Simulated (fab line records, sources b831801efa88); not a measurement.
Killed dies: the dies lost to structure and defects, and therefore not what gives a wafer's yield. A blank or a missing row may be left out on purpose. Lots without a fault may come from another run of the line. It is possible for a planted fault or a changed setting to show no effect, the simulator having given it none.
fab line records	flow gf180mcu	part 1 of 2: steps 1 to 43 of 44
record lots=6	wafers=17	last_day=34
route steps=602 shown V4@495 MIM@503 M5@526 V5@559 PASSIVATION@602
lots that met no fault: from a run of the same line without faults
start_h: hours from the record's first day to the start of the lot's first wafer shown	wait_h: hours elapsed since this lot's preceding step	" the same as in the row above	L1.1+2: one row covering several wafers at once	- no value present, or no start provided	* or withheld: withheld	< > ~ a bound
route shown NAME@n: a module of which the file shows steps, and the number in the route of the first	usual: the fault-free wafers' mean and standard deviation	same: alike in all rows	chamber/n: place in a boat	sites: each site's reading	_std_site: how widely they spread, as a standard deviation	_edge_site: inner sites' mean taken away from outer sites' mean	radius_mm: how far each site lies from the wafer's centre	mask NAME#n: copy n	behind: the tool/chamber that last shaped the wafer	hold: why the lot was held/for how many hours/how that ended	device: the transistor (n, p or np) that didn't switch	end of line: tests run on the same wafers once the route is complete	a step with no rows: only its recipe	killed: not the wafer's yield, but the dies lost to structure and defects at the first sort	map: shows each die of a wafer: x if killed, . if not, _ if none is there
set.NAME: the setting the step ran with; set.NAME@STEP: the setting that earlier step ran with	model.NAME: the simulator's own value behind a step, which no gauge read
certain route steps with their lots: each step a table, each wafer a row
services: a tool's chamber out of use, with start hour (start_h, from the record's first day; less than 0 if before it), hours out, and reason
## steps
# step GF_V4_STRIP_19
# recipe chemistry=post_etch_residue_remover	time_s=1200	temp_c=72.5
# step GF_V4_CLEAN_20
# recipe chemistry=DIW	dry=n2_spin
# step GF_V4_SPUTTER_21
# recipe material=Ti	target_thk_nm=15	chamber_pressure_pa=5	power_w=2500	substrate_temp_c=200	time_s=80.02
# step GF_V4_SPUTTER_22
# recipe material=TiN	target_thk_nm=10	chamber_pressure_pa=5	power_w=4000	time_s=40
# step GF_V4_CVD_23
# recipe material=W	target_thk_nm=350	time_s=104.9	temp_c=400	pressure_torr=40
# usual heater_power_w=857/65
lot.wafer	tool	chamber	start_h	wait_h	heater_power_w	since_wet_clean_h
L763.3	cvd_w-02	1	600.29	0.1	912	-
L763.4	"	0	"	"	808	-
L763.5	"	1	"	"	869	-
L768.1	cvd_w-01	0	641.08	0.0	777	237
L768.3	"	1	"	"	934	-
L768.5	"	0	"	"	783	-
L769.1	cvd_w-02	1	644.05	0.0	886	732
L769.2	"	0	"	"	854	732
L769.3	"	1	"	"	907	-
L772.3	cvd_w-01	1	668.56	0.1	907	-
L772.5	"	1	"	"	951	-
L778.1	cvd_w-02	1	717.48	0.0	896	805
L778.2	"	0	"	"	813	805
L778.3	"	1	"	"	914	-
L780.2	cvd_w-01	1	725.35	0.0	955	321
L780.3	"	1	"	"	949	-
L780.6	"	0	"	"	764	-
# step GF_V4_RS_MEAS_24
# recipe thk_meas_gauge=four-point-probe	reads=W_of_V4_CVD_23+TiN_of_V4_SPUTTER_22+Ti_of_V4_SPUTTER_21
# usual V4_W_RS=0.325/0.0038
lot.wafer	tool	chamber	start_h	wait_h	V4_W_RS[ohm/sq]
L763.3	film_metro-03	-	600.40	0.1	0.331
L763.4	"	-	"	"	0.323
L763.5	"	-	"	"	0.329
L768.1	film_metro-04	-	641.19	0.1	0.319
L768.3	"	-	"	"	0.322
L768.5	"	-	"	"	0.326
L769.1	film_metro-01	-	644.16	0.1	0.331
L769.2	"	-	"	"	0.320
L769.3	"	-	"	"	0.331
L772.3	film_metro-01	-	668.67	0.1	0.319
L772.5	"	-	"	"	0.321
L778.1	film_metro-01	-	717.59	0.1	0.328
L778.2	"	-	"	"	0.325
L778.3	"	-	"	"	0.324
L780.2	film_metro-03	-	725.48	0.1	0.321
L780.3	"	-	"	"	0.325
L780.6	"	-	"	"	0.326
# step GF_V4_THK_MEAS_25
# recipe thk_meas_gauge=xrf	reads=W_of_V4_CVD_23
# usual V4_W_THK=358/6.4
lot.wafer	tool	chamber	start_h	wait_h	V4_W_THK[nm]
L763.3	film_metro-03	-	600.50	0.1	358
L763.4	"	-	"	"	364
L763.5	"	-	"	"	355
L768.1	film_metro-04	-	641.31	0.1	360
L768.3	"	-	"	"	361
L768.5	"	-	"	"	355
L769.1	film_metro-01	-	644.28	0.1	354
L769.2	"	-	"	"	363
L769.3	"	-	"	"	352
L772.3	film_metro-01	-	668.77	0.1	369
L772.5	"	-	"	"	369
L778.1	film_metro-01	-	717.71	0.1	355
L778.2	"	-	"	"	362
L778.3	"	-	"	"	363
L780.2	film_metro-03	-	725.59	0.1	367
L780.3	"	-	"	"	365
L780.6	"	-	"	"	361
# step GF_V4_CMP_26
# recipe stop_on=SiO2	down_force_psi=3.5	platen_rpm=60	t_overpolish_s=15	target_thk_nm=0	pad_velocity_m_s=0.94248
# usual motor_current_A=11.2/1.7	overpolish_run_s=14.999/0.0089	platen_rpm=60.00/0.041	slurry_filter_dp_kPa=13.50/0.13	time_to_endpoint_s=85.2/3
lot.wafer	tool	chamber	start_h	wait_h	motor_current_A	overpolish_run_s	platen_rpm	slurry_filter_dp_kPa	time_to_endpoint_s
L763.4	cmp-01	0	600.64	0.1	11.6	14.991	60.01	13.51	82.7
L763.3	"	2	"	"	10.9	14.993	59.95	13.39	85.9
L763.5	"	0	"	"	10.7	15.006	60.02	13.55	78.5
L768.3	cmp-02	1	641.37	0.0	12.8	15.004	60.01	13.36	86.1
L768.1	"	0	"	"	8.7	15.004	59.98	13.59	87.8
L768.5	"	2	"	"	12.0	15.005	60.03	13.52	80.1
L769.3	cmp-02	3	644.34	0.0	9.4	15.001	59.95	13.47	79.5
L769.1	"	1	"	"	12.8	14.999	60.07	13.49	86.0
L769.2	"	2	"	"	12.1	15.007	60.03	13.57	82.3
L772.3	cmp-01	3	668.96	0.2	11.5	15.004	59.96	13.44	84.0
L772.5	"	1	"	"	13.5	14.996	59.99	13.56	82.4
L778.1	cmp-02	1	717.77	0.1	12.1	14.988	59.95	13.42	86.3
L778.3	"	3	"	"	9.3	15.014	60.06	13.56	87.9
L778.2	"	0	"	"	8.9	14.990	60.16	13.49	85.9
L780.3	cmp-01	3	725.64	0.0	11.9	15.011	60.02	13.64	84.4
L780.2	"	1	"	"	14.7	14.989	60.02	13.42	83.3
L780.6	"	0	"	"	11.3	15.002	60.05	13.49	88.1
# step GF_MIM_SPUTTER_00
# recipe material=Ti	target_thk_nm=37.5	arriving_ion_energy_ev=80	substrate_temp_c=200	chamber_pressure_pa=2	power_w=4000	time_s=150
# step GF_MIM_SPUTTER_01
# recipe material=TiN	target_thk_nm=30	power_w=6500	time_s=25	chamber_pressure_pa=0.4
# step GF_MIM_SPUTTER_02
# recipe material=AlCu	target_thk_nm=450	power_w=10600	time_s=23.9	chamber_pressure_pa=0.4
# step GF_MIM_SPUTTER_03
# recipe material=Ti	target_thk_nm=10	substrate_temp_c=300	chamber_pressure_pa=0.3	power_w=3000	time_s=6.7
# step GF_MIM_SPUTTER_04
# recipe material=TiN	target_thk_nm=50	power_w=6500	time_s=41.7	chamber_pressure_pa=0.4
# usual throttle_valve_pct=29.7/1.1
lot.wafer	tool	chamber	start_h	wait_h	throttle_valve_pct	model.TiN_of_MIM_SPUTTER_04.thk_nm
L763.3	pvd_sputter-04	-	601.07	0.0	29.3	49.88
L763.4	"	-	"	"	30.7	49.65
L763.5	"	-	"	"	28.6	49.94
L768.1	pvd_sputter-04	-	641.85	0.0	28.6	49.2
L768.3	"	-	"	"	29.1	49.45
L768.5	"	-	"	"	29.3	69.9
L769.1	pvd_sputter-02	-	644.82	0.0	28.6	50.08
L769.2	"	-	"	"	30.4	50.6
L769.3	"	-	"	"	28.9	50.49
L772.3	pvd_sputter-04	-	669.29	0.0	30.1	49.45
L772.5	"	-	"	"	29.6	70.1
L778.1	pvd_sputter-03	-	718.25	0.0	32.1	49.29
L778.2	"	-	"	"	27.9	49.64
L778.3	"	-	"	"	29.5	49.37
L780.2	pvd_sputter-02	-	726.12	0.0	28.8	49.63
L780.3	"	-	"	"	28.6	49.27
L780.6	"	-	"	"	30.3	49.34
# step GF_MIM_CVD_05
# recipe material=Si3N4	target_thk_nm=42	temp_max_c=400	temp_c=385	time_s=29.086	rf_w=450
# usual heater_power_w=629/77	temp_max_c=400.02/0.25
lot.wafer	tool	chamber	start_h	wait_h	heater_power_w	since_wet_clean_h	temp_max_c
L763.3	pecvd-01	2	601.11	0.0	625	218	399.91
L763.4	"	1	"	"	702	-	399.85
L763.5	"	0	"	"	638	-	399.83
L768.1	pecvd-02	2	641.89	0.0	714	37	400.04
L768.3	"	0	"	"	614	37	400.17
L768.5	"	2	"	"	738	-	400.10
L769.1	pecvd-01	0	644.86	0.0	675	262	400.19
L769.2	"	1	"	"	629	262	400.11
L769.3	"	2	"	"	640	262	400.14
L772.3	pecvd-04	0	669.33	0.0	648	703	399.88
L772.5	"	1	"	"	573	-	400.38
L778.1	pecvd-01	0	718.29	0.0	747	335	399.61
L778.2	"	1	"	"	672	335	399.92
L778.3	"	2	"	"	603	335	400.05
L780.2	pecvd-02	1	726.16	0.0	592	121	399.91
L780.3	"	0	"	"	529	121	399.81
L780.6	"	0	"	"	533	-	400.35
# step GF_MIM_THK_MEAS_06
# recipe reads=Si3N4_of_MIM_CVD_05
# usual MIM_CVD_05_THK=41.9/0.59
lot.wafer	tool	chamber	start_h	wait_h	MIM_CVD_05_THK[nm]
L763.3	film_metro-01	-	601.17	0.0	42.3
L763.4	"	-	"	"	43.1
L763.5	"	-	"	"	43.1
L768.1	film_metro-02	-	641.93	0.0	41.3
L768.3	"	-	"	"	40.5
L768.5	"	-	"	"	41.3
L769.1	film_metro-01	-	644.89	0.0	42.2
L769.2	"	-	"	"	42.4
L769.3	"	-	"	"	42.6
L772.3	film_metro-03	-	669.39	0.0	41.3
L772.5	"	-	"	"	41.9
L778.1	film_metro-02	-	718.33	0.0	41.8
L778.2	"	-	"	"	41.9
L778.3	"	-	"	"	41.8
L780.2	film_metro-01	-	726.21	0.0	42.1
L780.3	"	-	"	"	42.1
L780.6	"	-	"	"	42.6
# step GF_MIM_SPUTTER_07
# recipe material=TiN	target_thk_nm=60	power_w=6500	time_s=50	chamber_pressure_pa=0.4
# step GF_MIM_SPUTTER_08
# recipe material=AlCu	target_thk_nm=200	power_w=10600	time_s=10.6	chamber_pressure_pa=0.4
# usual throttle_valve_pct=29.9/1.2
lot.wafer	tool	chamber	start_h	wait_h	throttle_valve_pct
L763.3	pvd_sputter-03	-	601.25	0.0	32.4
L763.4	"	-	"	"	28.4
L763.5	"	-	"	"	29.5
L768.1	pvd_sputter-03	-	642.03	0.0	32.4
L768.3	"	-	"	"	29.5
L768.5	"	-	"	"	30.7
L769.1	pvd_sputter-04	-	645.00	0.0	30.5
L769.2	"	-	"	"	28.4
L769.3	"	-	"	"	29.2
L772.3	pvd_sputter-02	-	669.47	0.0	29.3
L772.5	"	-	"	"	30.4
L778.1	pvd_sputter-04	-	718.43	0.0	29.4
L778.2	"	-	"	"	30.0
L778.3	"	-	"	"	30.7
L780.2	pvd_sputter-03	-	726.30	0.0	28.2
L780.3	"	-	"	"	29.2
L780.6	"	-	"	"	29.5
# step GF_MIM_SPUTTER_09
# recipe material=TiN	target_thk_nm=35	power_w=6500	time_s=29.2	chamber_pressure_pa=0.4
# step GF_MIM_RS_MEAS_10
# recipe thk_meas_gauge=four-point-probe	reads=TiN_of_MIM_SPUTTER_09+AlCu_of_MIM_SPUTTER_08+TiN_of_MIM_SPUTTER_07
# usual MIM_ALCU_RS=0.1603/0.0018
lot.wafer	tool	chamber	start_h	wait_h	MIM_ALCU_RS[ohm/sq]
L763.3	film_metro-02	-	601.35	0.1	0.1609
L763.4	"	-	"	"	0.1628
L763.5	"	-	"	"	0.1615
L768.1	film_metro-03	-	642.09	0.0	0.1593
L768.3	"	-	"	"	0.1582
L768.5	"	-	"	"	0.1584
L769.1	film_metro-01	-	645.05	0.0	0.1606
L769.2	"	-	"	"	0.1615
L769.3	"	-	"	"	0.1613
L772.3	film_metro-02	-	669.57	0.1	0.1581
L772.5	"	-	"	"	0.1598
L778.1	film_metro-01	-	718.49	0.0	0.1588
L778.2	"	-	"	"	0.1600
L778.3	"	-	"	"	0.1595
L780.2	film_metro-02	-	726.38	0.0	0.1600
L780.3	"	-	"	"	0.1602
L780.6	"	-	"	"	0.1602
# step GF_MIM_THK_MEAS_11
# recipe thk_meas_gauge=xrf	reads=AlCu_of_MIM_SPUTTER_08
# usual MIM_ALCU_THK=198.0/2.1
lot.wafer	tool	chamber	start_h	wait_h	MIM_ALCU_THK[nm]
L763.3	film_metro-02	-	601.45	0.1	197.5
L763.4	"	-	"	"	196.1
L763.5	"	-	"	"	196.9
L768.1	film_metro-03	-	642.21	0.1	199.6
L768.3	"	-	"	"	200.2
L768.5	"	-	"	"	199.0
L769.1	film_metro-01	-	645.17	0.1	198.0
L769.2	"	-	"	"	197.2
L769.3	"	-	"	"	197.0
L772.3	film_metro-02	-	669.67	0.1	200.2
L772.5	"	-	"	"	196.7
L778.1	film_metro-01	-	718.61	0.1	199.4
L778.2	"	-	"	"	197.8
L778.3	"	-	"	"	198.0
L780.2	film_metro-02	-	726.49	0.1	198.9
L780.3	"	-	"	"	197.9
L780.6	"	-	"	"	196.6
# step GF_MIM_DEHYDRATE_12
# recipe temp_c=200	time_s=60
# step GF_MIM_HMDS_13
# recipe prime_time_s=60	prime_temp_c=120
# step GF_MIM_COAT_14
# recipe resist=NOVOLAK	spin_rpm=3000	resist_thk_nm=1000
# step GF_MIM_SOFTBAKE_15
# recipe temp_c=90	time_s=60	resist=NOVOLAK
# step GF_MIM_EXPOSE_16
# recipe mask_id=FuseTop	target_cd_nm=2000	na=0.6	source_shape=conventional	sigma_outer=0.6	dose_mj=140
# step GF_MIM_PEB_17
# recipe temp_c=withheld	time_s=*	resist=NOVOLAK
# step GF_MIM_DEVELOP_18
# recipe develop_time_s=60	dev_temp_c=23
# step GF_MIM_METAL_ETCH_19
# recipe chemistry=Cl2/BCl3	mask_material=NOVOLAK	stop_on=Si3N4	target_depth_nm=324.5	pressure_mtorr=8	icp_w=800	bias_w=140	Cl2_flow_sccm=80	bcl3_flow_sccm=40	time_s=54.1
# step GF_MIM_STRIP_20
# recipe chemistry=O2/N2	power_w=1400	pressure_mtorr=1500	platen_temp_c=250	o2_flow_sccm=3000	n2_flow_sccm=300	overash_fraction=0.5
# usual chamber_pressure_mTorr=1500.1/1.4	drypump_motor_current_A=5.9/0.57	heater_power_w=350/28	o2_flow_sccm=3001/8.4	oes_product_au=0.691/0.0047	strip_time_to_endpoint_s=11.20/0.038
lot.wafer	tool	chamber	start_h	wait_h	chamber_pressure_mTorr	drypump_motor_current_A	heater_power_w	o2_flow_sccm	oes_product_au	rf_hours_counter_h	strip_time_to_endpoint_s
L763.3	plasma_asher-01	1	621.92	0.1	1499.3	5.6	397	2999	0.692	-	11.28
L763.4	"	0	"	"	1500.5	6.3	332	2999	0.691	-	11.21
L763.5	"	0	"	"	1499.6	6.3	328	3000	0.691	-	11.24
L768.1	plasma_asher-02	0	661.81	0.0	1502.3	5.3	317	3005	0.684	56	11.15
L768.3	"	0	"	"	1498.6	5.3	322	3007	0.696	-	11.18
L768.5	"	1	"	"	1499.4	5.0	334	2987	0.694	-	11.19
L769.1	plasma_asher-01	1	664.10	0.0	1500.9	5.6	399	2993	0.693	100	11.18
L769.2	"	0	"	"	1499.9	6.3	338	3004	0.692	100	11.22
L769.3	"	0	"	"	1499.8	6.3	336	3002	0.696	-	11.22
L772.3	plasma_asher-03	0	688.19	0.1	1498.5	6.1	359	3005	0.690	-	11.17
L772.5	"	1	"	"	1500.0	6.7	346	3007	0.695	-	11.21
L778.1	plasma_asher-02	1	736.08	0.1	1498.4	5.0	329	3016	0.695	63	11.14
L778.2	"	0	"	"	1500.2	5.4	323	3002	0.697	63	11.17
L778.3	"	0	"	"	1498.6	5.3	314	3001	0.686	-	11.16
L780.2	plasma_asher-03	1	743.42	0.1	1503.1	6.6	339	3021	0.693	31	11.17
L780.3	"	1	"	"	1501.2	6.6	339	3005	0.697	-	11.19
L780.6	"	0	"	"	1497.9	6.1	352	2986	0.694	-	11.18
# step GF_MIM_STRIP_21
# recipe chemistry=post_etch_residue_remover	time_s=1200	temp_c=72.5
# step GF_MIM_CLEAN_22
# recipe chemistry=DIW	dry=n2_spin
# step GF_M5_DEHYDRATE_00
# recipe temp_c=200	time_s=60
# step GF_M5_HMDS_01
# recipe prime_time_s=60	prime_temp_c=120
# step GF_M5_COAT_02
# recipe resist=KrF	spin_rpm=withheld	resist_thk_nm=1000
# step GF_M5_SOFTBAKE_03
# recipe temp_c=130	time_s=60	resist=KrF
# step GF_M5_EXPOSE_04
# recipe mask_id=Metal5	target_cd_nm=280	na=0.68	source_shape=conventional	sigma_outer=0.6	dose_mj=28
# step GF_M5_PEB_05
# recipe peb_temp_c=135	peb_time_s=90	resist=KrF
# step GF_M5_DEVELOP_06
# recipe develop_time_s=60	dev_temp_c=21
# step GF_M5_CD_MEAS_07
# recipe target_cd_nm=280
# usual cd_nm=279.8/0.97
lot.wafer	tool	chamber	start_h	wait_h	cd_nm
L763.3	cd_sem-02	-	642.13	0.1	279.7
L763.4	"	-	"	"	279.3
L763.5	"	-	"	"	279.5
L768.1	cd_sem-01	-	680.89	0.1	280.7
L768.3	"	-	"	"	281.9
L768.5	"	-	"	"	280.9
L769.1	cd_sem-01	-	683.58	0.1	279.4
L769.2	"	-	"	"	280.2
L769.3	"	-	"	"	280.1
L772.3	cd_sem-01	-	707.28	0.1	280.1
L772.5	"	-	"	"	281.5
L778.1	cd_sem-01	-	752.89	0.1	279.6
L778.2	"	-	"	"	280.2
L778.3	"	-	"	"	281.0
L780.2	cd_sem-02	-	758.71	0.1	278.1
L780.3	"	-	"	"	278.0
L780.6	"	-	"	"	277.9
# step GF_M5_OVL_MEAS_08
# usual M5_OVL=-1/5.2
lot.wafer	tool	chamber	start_h	wait_h	M5_OVL[nm]
L763.3	overlay-02	-	642.22	0.1	-8
L763.4	"	-	"	"	-5
L763.5	"	-	"	"	2
L768.1	overlay-01	-	681.01	0.1	7
L768.3	"	-	"	"	6
L768.5	"	-	"	"	2
L769.1	overlay-01	-	683.70	0.1	1
L769.2	"	-	"	"	3
L769.3	"	-	"	"	2
L772.3	overlay-02	-	707.37	0.1	-6
L772.5	"	-	"	"	-8
L778.1	overlay-01	-	753.01	0.1	-2
L778.2	"	-	"	"	-5
L778.3	"	-	"	"	-17
L780.2	overlay-02	-	758.81	0.1	-2
L780.3	"	-	"	"	0
L780.6	"	-	"	"	-2
# step GF_M5_ETCH_09
# recipe chemistry=CF4/O2	target=Si3N4	target_depth_nm=52	source_w=800	bias_w=150	pressure_mtorr=150	cf4_flow_sccm=80	O2_flow_sccm=10	time_s=11.6
# step GF_M5_METAL_ETCH_10
# recipe chemistry=Cl2/BCl3	mask_material=KrF	target_depth_nm=627.5	stop_on=SiO2	pressure_mtorr=8	icp_w=800	bias_w=140	Cl2_flow_sccm=80	bcl3_flow_sccm=40	time_s=104.6
# usual bcl3_flow_sccm=40.01/0.13	chamber_pressure_mTorr=8.000/0.0072	drypump_motor_current_A=5.7/0.39	mfc_cl2_sccm=79.98/0.26	oes_product_au=0.971/0.0066	throttle_valve_pct=28.251/0.01
lot.wafer	tool	chamber	start_h	wait_h	bcl3_flow_sccm	chamber_pressure_mTorr	drypump_motor_current_A	mfc_cl2_sccm	oes_product_au	rf_hours_counter_h	throttle_valve_pct	model.M5.feature_depth_nm
L763.3	rie_metal-01	0	642.31	0.0	39.77	8.012	5.2	79.85	0.983	-	28.244	611.1
L763.4	"	1	"	"	40.01	7.997	5.6	80.06	0.979	-	28.244	608
L763.5	"	1	"	"	39.84	8.001	5.6	80.00	0.974	-	28.249	607.4
L768.1	rie_metal-02	0	681.07	0.0	39.97	8.005	6.1	80.04	0.970	11.4	28.272	602.6
L768.3	"	1	"	"	40.02	7.998	5.9	79.80	0.980	-	28.241	606
L768.5	"	0	"	"	39.82	7.989	6.0	79.55	0.987	-	28.228	616.9
L769.1	rie_metal-03	0	683.76	0.0	39.92	7.987	5.4	80.39	0.976	5.9	28.248	600.7
L769.2	"	1	"	"	40.22	8.003	6.3	79.92	0.973	8.3	28.257	605.2
L769.3	"	1	"	"	40.14	8.010	6.3	79.98	0.975	-	28.245	607.3
L772.3	rie_metal-03	0	707.46	0.0	39.93	8.001	5.4	80.25	0.971	-	28.256	600.2
L772.5	"	0	"	"	40.14	7.999	5.4	80.19	0.985	-	28.242	623.7
L778.1	rie_metal-02	1	753.08	0.0	39.76	8.005	5.9	79.88	0.965	7.4	28.259	597.9
L778.2	"	0	"	"	40.10	7.998	6.1	79.77	0.974	0.3	28.242	600.8
L778.3	"	0	"	"	39.67	8.010	6.0	79.97	0.966	-	28.257	604.7
L780.2	rie_metal-03	0	758.87	0.0	40.00	7.993	5.4	79.58	0.972	8.8	28.247	601.4
L780.3	"	0	"	"	39.70	8.003	5.4	79.81	0.977	-	28.229	603
L780.6	"	0	"	"	39.82	7.991	5.4	80.09	0.971	-	28.244	603.1
# step GF_V5_STRIP_19
# recipe chemistry=post_etch_residue_remover	time_s=1200	temp_c=72.5
# usual temp_c=72.48/0.13
lot.wafer	tool	chamber	start_h	wait_h	temp_c	model.TiN_of_MIM_SPUTTER_04.thk_nm
L763.3	wet_bench-01	0	663.79	0.0	72.34	49.45
L763.4	"	0	"	"	72.56	49.22
L763.5	"	0	"	"	72.44	49.52
L768.1	wet_bench-02	1	701.30	0.1	72.59	48.78
L768.3	"	1	"	"	72.34	49.03
L768.5	"	1	"	"	72.28	69.48
L769.1	wet_bench-01	2	704.34	0.1	72.66	49.66
L769.2	"	2	"	"	72.55	50.18
L769.3	"	2	"	"	72.75	50.07
L772.3	wet_bench-01	3	726.83	0.0	72.60	49.03
L772.5	"	3	"	"	72.50	69.68
L778.1	wet_bench-02	3	771.43	0.1	72.47	48.86
L778.2	"	3	"	"	72.34	49.21
L778.3	"	3	"	"	72.34	48.94
L780.2	wet_bench-04	2	777.15	0.1	72.53	49.22
L780.3	"	2	"	"	72.56	48.86
L780.6	"	2	"	"	72.30	48.92
## key
first_sign none at tools or gauges
model_effect step=GF_MIM_SPUTTER_04	value=TiN_of_MIM_SPUTTER_04.thk_nm	without=49.44	struck=70
model_effect step=GF_M5_METAL_ETCH_10	value=M5.feature_depth_nm	without=605.9	struck=620.3
model_effect step=GF_V5_STRIP_19	value=TiN_of_MIM_SPUTTER_04.thk_nm	without=49.02	struck=69.58
model_effect step=GF_PASSIVATION_PROBE_99	value=etest.met5_comb.leak_log10_a_um	without=-11.9	struck=-10.91
met_at GF_MIM_SPUTTER_04
struck_wafers L768.5,L772.5
onset_between 601.07 641.85
fault kind=process_parameter_drift	tool=pvd_sputter-04	chamber=-	onset_h=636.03	steps=GF_MIM_SPUTTER_04	channel=target_thk_nm	offset=20.557	shape=step	end_h=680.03	scope=struck_wafers_only	acts_in=these_recipes_only	stated=50
